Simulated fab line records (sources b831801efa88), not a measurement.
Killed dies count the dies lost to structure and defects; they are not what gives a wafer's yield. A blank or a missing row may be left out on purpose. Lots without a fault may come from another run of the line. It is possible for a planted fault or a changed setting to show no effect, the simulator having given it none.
Chamber matching	flow sky130	pecvd-02 running SKY_CONTACT_CVD_00: 3 sister chambers
The step deposits Si3N4, target thk 75 nm. 6 wafers are shown with their chamber, then 7 later ones without.

EACH WAFER AND ITS CHAMBER
wafer	chamber	heater power w (W)
L633.4	2	623
L636.1	1	744
L636.5	1	769
L636.6	0	649
L637.2	2	754
L637.3	0	696

WAFERS MISSING THEIR CHAMBER
wafer	heater power w (W)
L637.6	705
L639.2	765
L639.4	718
L639.5	794
L641.1	777
L641.3	759
L641.5	777

WHICH CHAMBER EACH WENT THROUGH
wafer	from the rows above	in truth
L637.6	can't be placed: 2 or 0 or 1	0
L639.2	can't be placed: 1 or 2 or 0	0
L639.4	can't be placed: 2 or 1 or 0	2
L639.5	can't be placed: 1 or 2 or 0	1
L641.1	can't be placed: 1 or 2 or 0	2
L641.3	can't be placed: 1 or 2 or 0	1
L641.5	can't be placed: 1 or 2 or 0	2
0 of 7 placed correctly. These rows do not allow placing 7 (true chamber among the candidates in 7). Placed wrongly: 0.
How it was worked out, from the rows above alone: a wafer's distance from a chamber is the root of the sum, over the readings, of the square of ((its reading less the chamber's mean) divided by the reading's scatter). If the next closest chamber is less than 2 further off than the closest, the wafer can't be placed; otherwise it belongs to the closest. Each chamber's mean is taken over the wafers shown for it. The scatter: take each reading less its chamber's mean, square it, sum over the shown wafers, divide by the number of wafers less the number of chambers, and take the root.
